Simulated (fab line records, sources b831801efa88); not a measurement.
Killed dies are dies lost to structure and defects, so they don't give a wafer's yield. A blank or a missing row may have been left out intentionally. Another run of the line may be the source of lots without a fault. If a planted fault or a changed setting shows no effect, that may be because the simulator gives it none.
Chamber matching ; flow gf180mcu ; 3 sister chambers for GF_HV_LDD_ETCHBACK_58 on rie diel-04
The step etches Si3N4 in CH3F/O2, stops on SiO2, time 100 s, target depth 90 nm. 6 wafers are shown with their chamber, then 5 later ones without.

WAFERS PAIRED WITH THEIR CHAMBERS
wafer;chamber;drypump motor current A (A);throttle valve pct (%)
L169.6;1;6.4;10.572
L171.1;1;6.4;10.564
L174.4;2;5.8;10.552
L174.6;0;5.5;10.571
L179.1;0;5.5;10.570
L179.2;2;5.9;10.556

WAFERS WHOSE CHAMBER IS MISSING
wafer;drypump motor current A (A);throttle valve pct (%)
L183.1;6.4;10.562
L183.6;5.8;10.568
L185.3;5.7;10.569
L185.4;6.4;10.572
L185.6;6.4;10.564

THE CHAMBER EACH PASSED THROUGH
wafer;from the rows above;in truth
L183.1;1;1
L183.6;2;2
L185.3;can't be placed: 0 or 2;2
L185.4;1;1
L185.6;1;1
Correctly placed: 4 of 5. Cannot be placed on the basis of these rows: 1; the candidates contain the true chamber in 1. Number placed wrongly: 0.
How it was worked out, from the rows above alone: a wafer's distance from a chamber is the root of the sum, over the readings, of the square of ((its reading less the chamber's mean) divided by the reading's scatter). The wafer belongs to the nearest chamber; if the next one is less than 2 further off, it can't be placed. For every chamber, the mean is computed from those of its wafers that are shown. The scatter: the root of (the sum of the squares of (reading less its chamber's mean) over the shown wafers, divided by (wafers less chambers)).
